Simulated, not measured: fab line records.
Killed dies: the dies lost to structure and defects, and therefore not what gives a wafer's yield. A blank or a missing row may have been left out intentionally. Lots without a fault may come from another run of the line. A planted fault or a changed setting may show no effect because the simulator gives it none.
fab line records | flow sfqLine
record lots=7 | wafers=21 | lastDay=91
route steps=325 shown M0@32 I0@43 M1@58
lots that met no fault: from a run of the same line without faults
startH: start of the lot's first displayed wafer, in hours after the record's first day | waitH: how many hours have passed since the lot's step before this one | " unchanged from the row above | L1.1+2: one row covering several wafers at once | - value missing, or start not given | * or withheld: withheld | < > ~ a bound
route shown NAME@n: names a module that has steps shown in the file, with the first one's number in the route | usual: mean and standard deviation over wafers with no fault | same: alike in all rows | chamber/n: place in a boat | sites: the reading at each site | _std_site: standard deviation of those values | _edge_site: the outer-site mean with the inner-site mean subtracted | radiusMm: for every site, how far away it sits from the centre of the wafer | mask NAME#n: copy n | behind: the tool/chamber that last shaped the wafer | hold: cause of the lot's hold/its duration in hours/its outcome | device: transistor that didn't switch, given as n, p or np | end of line: tests run on the same wafers once the route is complete | where a step has no rows: the recipe by itself | killed: not the wafer's yield, but the dies lost to structure and defects at the first sort | map: a wafer's dies, marking killed ones x, the rest . and places with no die _
set.NAME: the setting that was run; set.NAME@STEP: the one run at that earlier step | model.NAME: the simulator's own value behind a step, which no gauge read
lots seen at some steps along the route; tables by step, rows by wafer
services: the hour from which a tool's chamber was out of use, counted from the record's first day as startH (under 0 if before that day), plus the number of hours and why
## steps
# step SFQ_TRILAYER_M0_LITHO_COAT_026
# recipe resist=BARC | spinRpm=3000 | resistThkNm=62
# step SFQ_TRILAYER_M0_LITHO_COAT_021
# recipe resist=KrF | spinRpm=3000 | resistThkNm=600
# step SFQ_TRILAYER_M0_LITHO_SOFTBAKE_025
# recipe tempC=withheld | timeS=withheld | resist=KrF
# step SFQ_TRILAYER_M0_LITHO_EXPOSE_022
# recipe maskId=M0 | na=0.6 | sourceShape=conventional | sigmaOuter=0.65 | targetCdNm=500 | doseMj=14.4
# step SFQ_TRILAYER_M0_LITHO_PEB_024
# recipe pebTempC=115 | pebTimeS=60 | resist=KrF
# step SFQ_TRILAYER_M0_LITHO_DEVELOP_023
# recipe timeS=60 | resist=KrF
# step SFQ_M0_OVL_MEAS_906
# usual M0_OVL=-1/5.3
lot.wafer | tool       | chamber | startH | waitH | M0_OVL[nm]
L409.1    | overlay-01 | -       | 130.11 | 0.1   | -5
L409.3    | "          | -       | "      | "     | -6
L409.4    | "          | -       | "      | "     | 4
L415.3    | overlay-01 | -       | 148.13 | 0.1   | -4
L415.5    | "          | -       | "      | "     | 6
L415.6    | "          | -       | "      | "     | -2
L419.2    | overlay-02 | -       | 167.12 | 0.1   | -9
L419.3    | "          | -       | "      | "     | 1
L419.5    | "          | -       | "      | "     | -1
L420.2    | overlay-01 | -       | 172.09 | 0.1   | -4
L420.5    | "          | -       | "      | "     | -5
L420.6    | "          | -       | "      | "     | 6
L422.1    | overlay-01 | -       | 184.08 | 0.1   | -3
L422.2    | "          | -       | "      | "     | 0
L422.6    | "          | -       | "      | "     | 2
L429.2    | overlay-01 | -       | 226.41 | 0.1   | -5
L429.4    | "          | -       | "      | "     | -6
L429.6    | "          | -       | "      | "     | 1
L430.1    | overlay-02 | -       | 237.21 | 0.1   | -6
L430.3    | "          | -       | "      | "     | -2
L430.5    | "          | -       | "      | "     | -12
# step SFQ_TRILAYER_M0_BARC_OPEN_METAL_ETCH_031
# recipe maskMaterial=PR | chemistry=O2 | targetDepthNm=125 | target=BARC | icpW=600 | biasW=80 | pressureMtorr=10 | timeS=41.7
# usual drypumpMotorCurrentA=5.90/0.28 | oesProductAu=0.686/0.0044
lot.wafer | tool        | chamber | startH | waitH | drypumpMotorCurrentA | oesProductAu | rfHoursCounterH
L409.1    | rieMetal-02 | 1       | 130.15 | 0.0   | 6.30                 | 0.685        | 179
L409.3    | "           | 0       | "      | "     | 5.47                 | 0.683        | -
L409.4    | "           | 1       | "      | "     | 6.28                 | 0.684        | -
L415.3    | rieMetal-03 | 0       | 148.17 | 0.0   | 5.90                 | 0.678        | -
L415.5    | "           | 1       | "      | "     | 5.75                 | 0.687        | -
L415.6    | "           | 0       | "      | "     | 5.94                 | 0.688        | -
L419.2    | rieMetal-04 | 0       | 167.15 | 0.0   | 5.78                 | 0.691        | 171
L419.3    | "           | 1       | "      | "     | 6.17                 | 0.688        | -
L419.5    | "           | 0       | "      | "     | 5.79                 | 0.690        | -
L420.2    | rieMetal-04 | 1       | 172.12 | 0.0   | 6.13                 | 0.685        | 138
L420.5    | "           | 1       | "      | "     | 6.13                 | 0.683        | -
L420.6    | "           | 0       | "      | "     | 5.75                 | 0.687        | -
L422.1    | rieMetal-03 | 0       | 184.12 | 0.0   | 5.89                 | 0.690        | 8
L422.2    | "           | 1       | "      | "     | 5.73                 | 0.685        | 153
L422.6    | "           | 1       | "      | "     | 5.75                 | 0.676        | -
L429.2    | rieMetal-02 | 1       | 226.44 | 0.0   | 6.30                 | 0.686        | 198
L429.4    | "           | 1       | "      | "     | 6.30                 | 0.679        | -
L429.6    | "           | 1       | "      | "     | 6.32                 | 0.686        | -
L430.1    | rieMetal-02 | 0       | 237.24 | 0.0   | 5.48                 | 0.686        | 123
L430.3    | "           | 1       | "      | "     | 6.31                 | 0.687        | -
L430.5    | "           | 0       | "      | "     | 5.47                 | 0.683        | -
# step SFQ_TRILAYER_M0_ETCH_METAL_ETCH_024
# recipe target=Nb | stopOn=SiO2 | maskMaterial=PR | chemistry=Cl2/Ar | targetDepthNm=240 | icpW=600 | biasW=80 | pressureMtorr=10 | timeS=120
# step SFQ_TRILAYER_M0_STRIP_STRIP_025
# recipe gas=O2 | powerW=200 | platenTempC=40 | overashFraction=0.65 | chemistry=O2 | pressureMtorr=50
# usual drypumpMotorCurrentA=5.90/0.28 | oesProductAu=0.996/0.0082
lot.wafer | tool        | chamber | startH | waitH | drypumpMotorCurrentA | oesProductAu | rfHoursCounterH
L409.1    | rieMetal-02 | 1       | 130.33 | 0.1   | 6.30                 | 0.992        | 180
L409.3    | "           | 0       | "      | "     | 5.49                 | 0.986        | -
L409.4    | "           | 1       | "      | "     | 6.29                 | 0.995        | -
L415.3    | rieMetal-03 | 0       | 148.53 | 0.2   | 5.90                 | 0.988        | -
L415.5    | "           | 1       | "      | "     | 5.75                 | 1.005        | -
L415.6    | "           | 0       | "      | "     | 5.89                 | 1.001        | -
L419.2    | rieMetal-04 | 0       | 167.33 | 0.1   | 5.76                 | 1.011        | 171
L419.3    | "           | 1       | "      | "     | 6.22                 | 0.995        | -
L419.5    | "           | 0       | "      | "     | 5.78                 | 1.000        | -
L420.2    | rieMetal-04 | 1       | 172.30 | 0.1   | 6.17                 | 0.989        | 138
L420.5    | "           | 1       | "      | "     | 6.13                 | 0.993        | -
L420.6    | "           | 0       | "      | "     | 5.77                 | 0.999        | -
L422.1    | rieMetal-03 | 0       | 184.30 | 0.1   | 5.86                 | 0.989        | 9
L422.2    | "           | 1       | "      | "     | 5.75                 | 0.995        | 153
L422.6    | "           | 1       | "      | "     | 5.75                 | 0.991        | -
L429.2    | rieMetal-02 | 1       | 226.63 | 0.1   | 6.30                 | 1.016        | 198
L429.4    | "           | 1       | "      | "     | 6.33                 | 1.010        | -
L429.6    | "           | 1       | "      | "     | 6.31                 | 1.010        | -
L430.1    | rieMetal-02 | 0       | 237.43 | 0.1   | 5.47                 | 0.990        | 123
L430.3    | "           | 1       | "      | "     | 6.28                 | 1.009        | -
L430.5    | "           | 0       | "      | "     | 5.45                 | 0.988        | -
# step SFQ_TRILAYER_M0_STRIP_SOLV_CLEAN_026
# recipe chemistry=NMP | tempC=70 | timeS=600
# step SFQ_TRILAYER_I0_DEP_PECVD_027
# recipe material=SiO2 | tempC=150 | timeS=111.11 | pressureTorr=2.4 | rfW=183.3 | precursor=SiH4/N2O | targetThkNm=500
# usual heaterPowerW=96/17 | throttleValvePct=23.8/1.3
lot.wafer | tool     | chamber | startH | waitH | heaterPowerW | sinceWetCleanH | throttleValvePct
L409.1    | pecvd-01 | 2       | 131.11 | 0.0   | 76           | 292            | 23.2
L409.3    | "        | 0       | "      | "     | 84           | 292            | 22.5
L409.4    | "        | 0       | "      | "     | 71           | -              | 22.3
L415.3    | pecvd-02 | 1       | 149.11 | 0.0   | 117          | 694            | 26.3
L415.5    | "        | 2       | "      | "     | 91           | -              | 24.3
L415.6    | "        | 0       | "      | "     | 86           | -              | 23.8
L419.2    | pecvd-03 | 0       | 168.11 | 0.0   | 77           | 1452           | 25.0
L419.3    | "        | 1       | "      | "     | 71           | 1452           | 25.8
L419.5    | "        | 2       | "      | "     | 114          | -              | 25.3
L420.2    | pecvd-01 | 0       | 173.08 | 0.0   | 75           | 334            | 22.2
L420.5    | "        | 0       | "      | "     | 79           | -              | 22.5
L420.6    | "        | 1       | "      | "     | 130          | -              | 22.7
L422.1    | pecvd-02 | 2       | 185.08 | 0.0   | 93           | 730            | 24.0
L422.2    | "        | 0       | "      | "     | 95           | 730            | 23.8
L422.6    | "        | 0       | "      | "     | 98           | -              | 23.7
L429.2    | pecvd-01 | 0       | 227.40 | 0.0   | 80           | 389            | 22.4
L429.4    | "        | 0       | "      | "     | 82           | -              | 22.3
L429.6    | "        | 1       | "      | "     | 124          | -              | 22.7
L430.1    | pecvd-01 | 1       | 238.20 | 0.0   | 127          | 399            | 23.0
L430.3    | "        | 0       | "      | "     | 74           | 399            | 22.6
L430.5    | "        | 0       | "      | "     | 77           | -              | 22.6
# step SFQ_TRILAYER_I0_CMP_CMP_028
# recipe material=SiO2 | downForcePsi=3 | platenRpm=60 | padVelocityMS=0.94248
# usual motorCurrentA=10.1/1 | timeToEndpointS=216/7.3
lot.wafer | tool   | chamber | startH | waitH | motorCurrentA | timeToEndpointS | model.SiO2_of_TRILAYER_I0_DEP_PECVD_027.thkNm
L409.4    | cmp-02 | 3       | 135.99 | 4.8   | 11.7          | 213             | 199.2
L409.1    | "      | 1       | 136.99 | 5.8   | 10.3          | 210             | 199.9
L409.3    | "      | 2       | "      | "     | 8.2           | 217             | 201.1
L415.3    | cmp-01 | 1       | 162.16 | 13.0  | 11.4          | 217             | 200.1
L415.6    | "      | 3       | 163.16 | 14.0  | 10.1          | 213             | 199.1
L415.5    | "      | 0       | "      | "     | 8.8           | 221             | 200.5
L419.3    | cmp-01 | 0       | 188.66 | 20.5  | 9.3           | 227             | 185.9
L419.2    | "      | 1       | "      | "     | 11.2          | 230             | 186.8
L419.5    | "      | 3       | 190.16 | 22.0  | 10.4          | 230             | 185.6
L420.2    | cmp-01 | 1       | 192.66 | 19.5  | 11.5          | 236             | 185.6
L420.5    | "      | 2       | "      | "     | 10.3          | 240             | 184.6
L420.6    | "      | 3       | "      | "     | 10.2          | 235             | 185
L422.1    | cmp-01 | 0       | 200.66 | 15.5  | 9.5           | 227             | 185
L422.2    | "      | 1       | "      | "     | 11.1          | 236             | 186.1
L422.6    | "      | 0       | 202.66 | 17.5  | 9.0           | 233             | 185.5
L429.4    | cmp-02 | 3       | 238.82 | 11.3  | 11.5          | 218             | 198.7
L429.2    | "      | 0       | "      | "     | 10.1          | 219             | 200.5
L429.6    | "      | 2       | 240.32 | 12.8  | 8.2           | 217             | 198.7
L430.3    | cmp-02 | 2       | 247.82 | 9.6   | 7.8           | 201             | 200.1
L430.1    | "      | 0       | 248.82 | 10.6  | 10.1          | 205             | 198.7
L430.5    | "      | 1       | "      | "     | 9.7           | 211             | 199.1
# step SFQ_I0_BOW_MEAS_907
# recipe mode=bow
# usual I0_BOW=1/6.6
lot.wafer | tool         | chamber | startH | waitH | I0_BOW[um]
L409.1    | filmMetro-04 | -       | 138.99 | 1.5   | 5
L409.3    | "            | -       | "      | "     | 10
L409.4    | "            | -       | "      | "     | 7
L415.3    | filmMetro-04 | -       | 164.20 | 1.5   | 5
L415.5    | "            | -       | "      | "     | -2
L415.6    | "            | -       | "      | "     | -10
L419.2    | filmMetro-03 | -       | 191.18 | 1.5   | 1
L419.3    | "            | -       | "      | "     | 4
L419.5    | "            | -       | "      | "     | 2
L420.2    | filmMetro-02 | -       | 194.18 | 1.0   | 3
L420.5    | "            | -       | "      | "     | -4
L420.6    | "            | -       | "      | "     | -5
L422.1    | filmMetro-03 | -       | 203.16 | 2.0   | -7
L422.2    | "            | -       | "      | "     | 2
L422.6    | "            | -       | "      | "     | -4
L429.2    | filmMetro-02 | -       | 241.34 | 1.5   | -1
L429.4    | "            | -       | "      | "     | 9
L429.6    | "            | -       | "      | "     | 12
L430.1    | filmMetro-04 | -       | 250.32 | 1.0   | -3
L430.3    | "            | -       | "      | "     | -10
L430.5    | "            | -       | "      | "     | -4
# step SFQ_TRILAYER_I0_METRO_MEASURE_029
# usual thkNm=200.0/0.99
lot.wafer | tool         | chamber | startH | waitH | thkNm
L409.1    | filmMetro-04 | -       | 139.11 | 0.1   | 199.8
L409.3    | "            | -       | "      | "     | 201.3
L409.4    | "            | -       | "      | "     | 199.3
L415.3    | filmMetro-04 | -       | 164.68 | 0.5   | 200.2
L415.5    | "            | -       | "      | "     | 200.4
L415.6    | "            | -       | "      | "     | 199.0
L419.2    | filmMetro-03 | -       | 191.48 | 0.3   | 186.9
L419.3    | "            | -       | "      | "     | 185.8
L419.5    | "            | -       | "      | "     | 185.6
L420.2    | filmMetro-02 | -       | 194.48 | 0.3   | 185.7
L420.5    | "            | -       | "      | "     | 184.6
L420.6    | "            | -       | "      | "     | 185.1
L422.1    | filmMetro-03 | -       | 203.28 | 0.1   | 184.9
L422.2    | "            | -       | "      | "     | 186.2
L422.6    | "            | -       | "      | "     | 185.5
L429.2    | filmMetro-02 | -       | 241.64 | 0.3   | 200.4
L429.4    | "            | -       | "      | "     | 198.8
L429.6    | "            | -       | "      | "     | 198.8
L430.1    | filmMetro-04 | -       | 250.44 | 0.1   | 198.8
L430.3    | "            | -       | "      | "     | 200.2
L430.5    | "            | -       | "      | "     | 199.0
# step SFQ_TRILAYER_I0_VIA_LITHO_COAT_036
# recipe resist=BARC | spinRpm=3000 | resistThkNm=62
# step SFQ_TRILAYER_I0_VIA_LITHO_COAT_031
# recipe resist=KrF | spinRpm=3000 | resistThkNm=650
# step SFQ_TRILAYER_I0_VIA_LITHO_SOFTBAKE_035
# recipe tempC=withheld | timeS=withheld | resist=KrF
# step SFQ_TRILAYER_I0_VIA_LITHO_EXPOSE_032
# recipe maskId=I0 | na=0.6 | sourceShape=conventional | sigmaOuter=0.65 | targetCdNm=500 | doseMj=21.3
# step SFQ_TRILAYER_I0_VIA_LITHO_PEB_034
# recipe pebTempC=115 | pebTimeS=60 | resist=KrF
# step SFQ_TRILAYER_I0_VIA_LITHO_DEVELOP_033
# recipe timeS=60 | resist=KrF
# step SFQ_I0_OVL_MEAS_908
# usual I0_OVL=-2/4.8
lot.wafer | tool       | chamber | startH | waitH | I0_OVL[nm]
L409.1    | overlay-01 | -       | 215.63 | 0.1   | -3
L409.3    | "          | -       | "      | "     | -1
L409.4    | "          | -       | "      | "     | -4
L415.3    | overlay-02 | -       | 241.30 | 0.1   | -8
L415.5    | "          | -       | "      | "     | 2
L415.6    | "          | -       | "      | "     | -2
L419.2    | overlay-02 | -       | 264.09 | 0.1   | 0
L419.3    | "          | -       | "      | "     | -7
L419.5    | "          | -       | "      | "     | 3
L420.2    | overlay-02 | -       | 269.64 | 0.1   | -14
L420.5    | "          | -       | "      | "     | -13
L420.6    | "          | -       | "      | "     | -10
L422.1    | overlay-01 | -       | 280.44 | 0.1   | -5
L422.2    | "          | -       | "      | "     | -10
L422.6    | "          | -       | "      | "     | -10
L429.2    | overlay-02 | -       | 328.44 | 0.1   | 0
L429.4    | "          | -       | "      | "     | -1
L429.6    | "          | -       | "      | "     | 0
L430.1    | overlay-01 | -       | 338.04 | 0.1   | -3
L430.3    | "          | -       | "      | "     | -12
L430.5    | "          | -       | "      | "     | -1
# step SFQ_TRILAYER_I0_VIA_BARC_OPEN_VIA_ETCH_046
# recipe maskMaterial=PR | chemistry=O2 | targetDepthNm=125 | target=BARC | sourceW=500 | biasW=80 | pressureMtorr=30 | timeS=41.7
# usual drypumpMotorCurrentA=5.9/0.43 | oesProductAu=0.685/0.0052
lot.wafer | tool       | chamber | startH | waitH | drypumpMotorCurrentA | oesProductAu | rfHoursCounterH
L409.1    | rieDiel-03 | 1       | 215.67 | 0.0   | 6.5                  | 0.689        | 121
L409.3    | "          | 2       | "      | "     | 5.9                  | 0.690        | 1
L409.4    | "          | 3       | "      | "     | 5.6                  | 0.683        | 73
L415.3    | rieDiel-02 | 0       | 241.32 | 0.0   | 5.6                  | 0.690        | 3
L415.5    | "          | 1       | "      | "     | 5.6                  | 0.676        | -
L415.6    | "          | 0       | "      | "     | 5.6                  | 0.691        | -
L419.2    | rieDiel-01 | 1       | 264.12 | 0.0   | 5.4                  | 0.687        | 105
L419.3    | "          | 3       | "      | "     | 6.7                  | 0.685        | 92
L419.5    | "          | 1       | "      | "     | 5.4                  | 0.691        | -
L420.2    | rieDiel-03 | 1       | 269.67 | 0.0   | 6.5                  | 0.684        | 122
L420.5    | "          | 1       | "      | "     | 6.5                  | 0.691        | -
L420.6    | "          | 0       | "      | "     | 5.3                  | 0.678        | -
L422.1    | rieDiel-02 | 1       | 280.47 | 0.0   | 5.6                  | 0.688        | 13
L422.2    | "          | 0       | "      | "     | 5.6                  | 0.686        | 3
L422.6    | "          | 1       | "      | "     | 5.6                  | 0.682        | -
L429.2    | rieDiel-02 | 2       | 328.47 | 0.0   | 6.1                  | 0.677        | 35
L429.4    | "          | 1       | "      | "     | 5.6                  | 0.684        | 14
L429.6    | "          | 2       | "      | "     | 6.1                  | 0.693        | -
L430.1    | rieDiel-01 | 3       | 338.07 | 0.0   | 6.7                  | 0.670        | 94
L430.3    | "          | 1       | "      | "     | 5.4                  | 0.683        | 106
L430.5    | "          | 3       | "      | "     | 6.6                  | 0.694        | -
# step SFQ_TRILAYER_I0_VIA_ETCH_VIA_ETCH_034
# recipe target=SiO2 | stopOn=Nb | maskMaterial=PR | taperDeg=20 | chemistry=CHF3 | targetDepthNm=260 | sourceW=500 | biasW=80 | pressureMtorr=30 | timeS=withheld
# usual drypumpMotorCurrentA=5.9/0.43 | oesProductAu=0.855/0.0051
lot.wafer | tool       | chamber | startH | waitH | drypumpMotorCurrentA | oesProductAu | model.etch.depthNm | model.I0.featureDepthNm
L409.1    | rieDiel-03 | 1       | 215.71 | 0.0   | 6.5                  | 0.859        | 199.9              | 199.9
L409.3    | "          | 2       | "      | "     | 5.9                  | 0.858        | 201.1              | 201.1
L409.4    | "          | 3       | "      | "     | 5.6                  | 0.855        | 199.2              | 199.2
L415.3    | rieDiel-02 | 0       | 241.36 | 0.0   | 5.6                  | 0.855        | 200.1              | 200.1
L415.5    | "          | 1       | "      | "     | 5.6                  | 0.853        | 200.5              | 200.5
L415.6    | "          | 0       | "      | "     | 5.6                  | 0.854        | 199.1              | 199.1
L419.2    | rieDiel-01 | 1       | 264.16 | 0.0   | 5.3                  | 0.822        | 186.8              | 186.8
L419.3    | "          | 3       | "      | "     | 6.7                  | 0.824        | 185.9              | 185.9
L419.5    | "          | 1       | "      | "     | 5.3                  | 0.818        | 185.6              | 185.6
L420.2    | rieDiel-03 | 1       | 269.71 | 0.0   | 6.5                  | 0.824        | 185.6              | 185.6
L420.5    | "          | 1       | "      | "     | 6.5                  | 0.815        | 184.6              | 184.6
L420.6    | "          | 0       | "      | "     | 5.3                  | 0.817        | 185                | 185
L422.1    | rieDiel-02 | 1       | 280.51 | 0.0   | 5.6                  | 0.814        | 185                | 185
L422.2    | "          | 0       | "      | "     | 5.6                  | 0.824        | 186.1              | 186.1
L422.6    | "          | 1       | "      | "     | 5.6                  | 0.818        | 185.5              | 185.5
L429.2    | rieDiel-02 | 2       | 328.51 | 0.0   | 6.0                  | 0.854        | 200.5              | 200.5
L429.4    | "          | 1       | "      | "     | 5.6                  | 0.858        | 198.7              | 198.7
L429.6    | "          | 2       | "      | "     | 6.1                  | 0.842        | 198.7              | 198.7
L430.1    | rieDiel-01 | 3       | 338.11 | 0.0   | 6.7                  | 0.848        | 198.7              | 198.7
L430.3    | "          | 1       | "      | "     | 5.4                  | 0.857        | 200.1              | 200.1
L430.5    | "          | 3       | "      | "     | 6.7                  | 0.847        | 199.1              | 199.1
# step SFQ_TRILAYER_I0_VIA_STRIP_STRIP_035
# recipe gas=O2 | powerW=200 | platenTempC=40 | overashFraction=0.65 | chemistry=O2 | pressureMtorr=50
# usual drypumpMotorCurrentA=5.81/0.25 | oesProductAu=0.999/0.0084
lot.wafer | tool        | chamber | startH | waitH | drypumpMotorCurrentA | oesProductAu | rfHoursCounterH
L409.1    | rieMetal-03 | 1       | 215.82 | -     | 5.73                 | 0.991        | 158
L409.3    | "           | 0       | "      | "     | 5.91                 | 0.979        | -
L409.4    | "           | 1       | "      | "     | 5.77                 | 1.001        | -
L415.3    | rieMetal-03 | 0       | 241.68 | -     | 5.92                 | 0.990        | -
L415.5    | "           | 0       | "      | "     | 5.89                 | 0.986        | -
L415.6    | "           | 1       | "      | "     | 5.76                 | 0.996        | -
L419.2    | rieMetal-01 | 0       | 264.28 | -     | 5.50                 | 0.988        | 38
L419.3    | "           | 0       | "      | "     | 5.51                 | 0.996        | -
L419.5    | "           | 0       | "      | "     | 5.51                 | 0.994        | -
L420.2    | rieMetal-04 | 1       | 270.03 | -     | 6.17                 | 0.998        | -
L420.5    | "           | 1       | "      | "     | 6.19                 | 1.000        | -
L420.6    | "           | 1       | "      | "     | 6.19                 | 1.015        | -
L422.1    | rieMetal-04 | 0       | 280.63 | -     | 5.78                 | 1.015        | 7
L422.2    | "           | 1       | "      | "     | 6.10                 | 0.999        | 165
L422.6    | "           | 0       | "      | "     | 5.76                 | 1.012        | -
L429.2    | rieMetal-01 | 0       | 328.63 | -     | 5.54                 | 1.003        | 51
L429.4    | "           | 0       | "      | "     | 5.50                 | 0.994        | -
L429.6    | "           | 0       | "      | "     | 5.50                 | 0.997        | -
L430.1    | rieMetal-03 | 1       | 338.23 | -     | 5.75                 | 0.986        | 176
L430.3    | "           | 1       | "      | "     | 5.76                 | 0.992        | -
L430.5    | "           | 0       | "      | "     | 5.90                 | 0.997        | -
# step SFQ_TRILAYER_I0_VIA_STRIP_SOLV_CLEAN_036
# recipe chemistry=NMP | tempC=70 | timeS=600
# step SFQ_TRILAYER_M1_DEP_PRE_CLEAN_038
# recipe gas=Ar | timeS=22.5 | biasV=250
lot.wafer | tool          | chamber | startH | waitH | model.SiO2_of_TRILAYER_I0_DEP_PECVD_027.thkNm
L409.1    | pvdSputter-04 | -       | 216.60 | 0.0   | 192.4
L409.3    | "             | -       | "      | "     | 193.6
L409.4    | "             | -       | "      | "     | 191.7
L415.3    | pvdSputter-05 | -       | 242.25 | 0.0   | 192.6
L415.5    | "             | -       | "      | "     | 193
L415.6    | "             | -       | "      | "     | 191.6
L419.2    | pvdSputter-04 | -       | 265.05 | 0.0   | 179.3
L419.3    | "             | -       | "      | "     | 178.4
L419.5    | "             | -       | "      | "     | 178.1
L420.2    | pvdSputter-04 | -       | 271.22 | 0.0   | 178.1
L420.5    | "             | -       | "      | "     | 177.1
L420.6    | "             | -       | "      | "     | 177.5
L422.1    | pvdSputter-03 | -       | 281.58 | 0.0   | 177.5
L422.2    | "             | -       | "      | "     | 178.6
L422.6    | "             | -       | "      | "     | 178
L429.2    | pvdSputter-04 | -       | 329.40 | 0.0   | 193
L429.4+6  | "             | -       | "      | "     | 191.2
L430.1    | pvdSputter-04 | -       | 339.18 | 0.0   | 191.2
L430.3    | "             | -       | "      | "     | 192.6
L430.5    | "             | -       | "      | "     | 191.6
# step SFQ_TRILAYER_M1_DEP_SPUTTER_037
# recipe material=Nb | basePressurePa=1.33e-06 | chamberPressurePa=0.1333 | substrateTempC=20 | resputterCathodeVoltageV=400 | targetThkNm=200 | powerW=2000 | timeS=133.3
## services
tool          | chamber | startH | hours | kind
rieMetal-03   | -       | 107.02 | 0.4   | repair
rieDiel-03    | 0       | 118.95 | 10.3  | repair
rieDiel-02    | 1       | 120.78 | 6.7   | repair
cmp-01        | -       | 127.59 | 7.5   | pm
rieMetal-04   | 0       | 128.13 | 6.3   | repair
rieMetal-04   | -       | 139.01 | 0.4   | repair
cmp-01        | -       | 141.10 | 3.8   | pm
cmp-01        | -       | 143.56 | 2.6   | repair
filmMetro-04  | -       | 149.14 | 2.2   | pm
cmp-02        | -       | 169.47 | 16.9  | pm
rieDiel-02    | 3       | 171.54 | 5.0   | repair
rieMetal-02   | -       | 176.28 | 0.6   | repair
pvdSputter-04 | -       | 181.41 | 12.3  | repair
rieDiel-02    | 1       | 186.74 | 7.9   | repair
filmMetro-04  | -       | 194.81 | 1.2   | pm
rieDiel-01    | 3       | 204.68 | 4.6   | repair
rieDiel-02    | 2       | 232.11 | 8.4   | repair
rieMetal-04   | 0       | 268.14 | 3.3   | repair
rieDiel-01    | 3       | 288.69 | 1.3   | repair
rieMetal-03   | -       | 297.03 | 14.6  | pm
pvdSputter-04 | -       | 304.76 | 3.1   | repair
rieDiel-02    | 3       | 310.37 | 5.9   | repair
pvdSputter-04 | -       | 315.67 | 7.1   | repair
pvdSputter-04 | -       | 326.06 | 0.6   | repair
## key
firstSign step=SFQ_TRILAYER_I0_CMP_CMP_028 | reading=timeToEndpointS | direction=up | sigmas=2.3 | usual=* | struck=*
effect step=SFQ_TRILAYER_I0_METRO_MEASURE_029 | reading=thkNm | direction=down | sigmas=15 | usual=200.0 | struck=185.6
effect step=SFQ_TRILAYER_I0_VIA_ETCH_VIA_ETCH_034 | reading=oesProductAu | direction=down | sigmas=6.8 | usual=0.855 | struck=0.819
modelEffect step=SFQ_TRILAYER_I0_CMP_CMP_028 | value=SiO2_of_TRILAYER_I0_DEP_PECVD_027.thkNm | without=200.6 | struck=185.6
modelEffect step=SFQ_TRILAYER_I0_VIA_ETCH_VIA_ETCH_034 | value=etch.depthNm | without=200.6 | struck=185.6
modelEffect step=SFQ_TRILAYER_M1_DEP_PRE_CLEAN_038 | value=SiO2_of_TRILAYER_I0_DEP_PECVD_027.thkNm | without=193.1 | struck=178.1
metAt SFQ_TRILAYER_I0_CMP_CMP_028
struckWafers L419.2,L419.3,L419.5,L420.2,L420.5,L420.6,L422.1,L422.2,L422.6
fault kind=processParameterDrift | tool=cmp-01 | chamber=- | onsetH=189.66 | steps=SFQ_TRILAYER_I0_CMP_CMP_028 | channel=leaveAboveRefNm | offset=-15 | shape=step | endH=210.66 | actsIn=theseRecipesOnly | stated=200
